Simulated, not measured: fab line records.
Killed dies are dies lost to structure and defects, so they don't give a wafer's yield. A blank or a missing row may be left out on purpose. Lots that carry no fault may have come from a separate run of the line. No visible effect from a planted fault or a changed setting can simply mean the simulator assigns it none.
Problem report in the 8D (eight disciplines) form, filled by code || flow sky130 || the parts of the form that need people (team, actions taken, sign-off) are left out

1. WHAT IS WRONG
Wafers without a fault read 24, standard deviation 5.6; killedAtContacts at SKY_PAD_OPEN_PROBE_99 reads a mean of 72 on 6 wafers belonging to 2 lots. Measured from the usual mean, that is +8.5 standard deviations.
First observed at day 49 13:23: wafer L762.3, on prober-01. At this step, 27 wafers from 9 lots have a number in the record. The rule behind "out" and "out of limits": a value lying over 4 standard deviations away from the usual mean. The rest of the wafers with a number are treated as sound.

2. WHAT IT IS, AND WHAT IT ISN'T
{"question": "which readings at this step", "is": "killedAtContacts", "is not": "killed_at_M0_to_M3, killed_at_M4_up, killedOpen, killedShort"}
{"question": "which lots", "is": "L762, L764", "is not": "L749, L754, L755, L756, L757, L758, L760"}
{"question": "which wafers of those lots", "is": "all that have a number", "is not": "-"}
{"question": "read on which tools", "is": "prober-01", "is not": "prober-02"}
{"question": "when", "is": "from day 49 13:23", "is not": "up to then (21 sound wafers)"}

3. WHAT RULES OUT EACH SUSPECT
Counting: a tool stays on the suspect list if, at a process step up to the reading, it processed all lots that are out and no sound lot following the first of them.
- plasmaAsher-02 at SKY_CONTACT_STRIP_19 (strips in O2/N2): kept. It processed each lot that is out, first L762 at day 36 14:50, and no sound lot thereafter; up to then, the last sound lot it processed was L760 at day 36 02:29.
- prober-01 at SKY_PAD_OPEN_PROBE_99: kept. It processed each lot that is out, first L762 at day 49 13:23, and no sound lot thereafter; up to then, the last sound lot it processed was L760 at day 49 03:31. Its own killedAtContacts readings are out on those wafers.
Left after counting: plasmaAsher-02 at SKY_CONTACT_STRIP_19, prober-01 at SKY_PAD_OPEN_PROBE_99.

4. THE CAUSE (what the simulator had put in)
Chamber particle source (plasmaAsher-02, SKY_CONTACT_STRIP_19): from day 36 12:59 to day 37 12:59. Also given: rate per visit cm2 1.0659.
After counting, 2 suspects remain, this tool included.

5. SEQUENCE OF EFFECTS, ordered by route
One row per reading whose mean, taken over the struck wafers that have a number, lies over 3 standard deviations from the usual. Only readings whose record carries a usual standard deviation are examined. hours: median over the lots of the time between each lot's start at the first step of this table that gives one and its start at this step. sigmas: the change, counted in usual standard deviations.
{"hours": 0, "step": "SKY_PAD_OPEN_PROBE_99", "reading": "killedAtContacts", "usual": 24, "on struck wafers": 72, "change": "+48", "sigmas": "+8.5"}
{"hours": 0, "step": "SKY_PAD_OPEN_PROBE_99", "reading": "killedDies", "usual": 87, "on struck wafers": 133, "change": "+46", "sigmas": "+4.7"}
Here are the process steps it includes:
- SKY_PAD_OPEN_PROBE_99

6. HOW IT WOULD HAVE BEEN CAUGHT EARLIER
The fault began at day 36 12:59; the first out-of-limits reading in this record came at day 49 13:23, 312 hours later.
Of the tool readings at SKY_CONTACT_STRIP_19 for which the record gives a usual standard deviation, none was out on any struck wafer, so an alarm limit of 4 standard deviations on them would not have fired.
All the lots that are out (2) had begun SKY_CONTACT_STRIP_19 on plasmaAsher-02 by day 49 13:23. A hold on the tool at that time would have spared none of them.
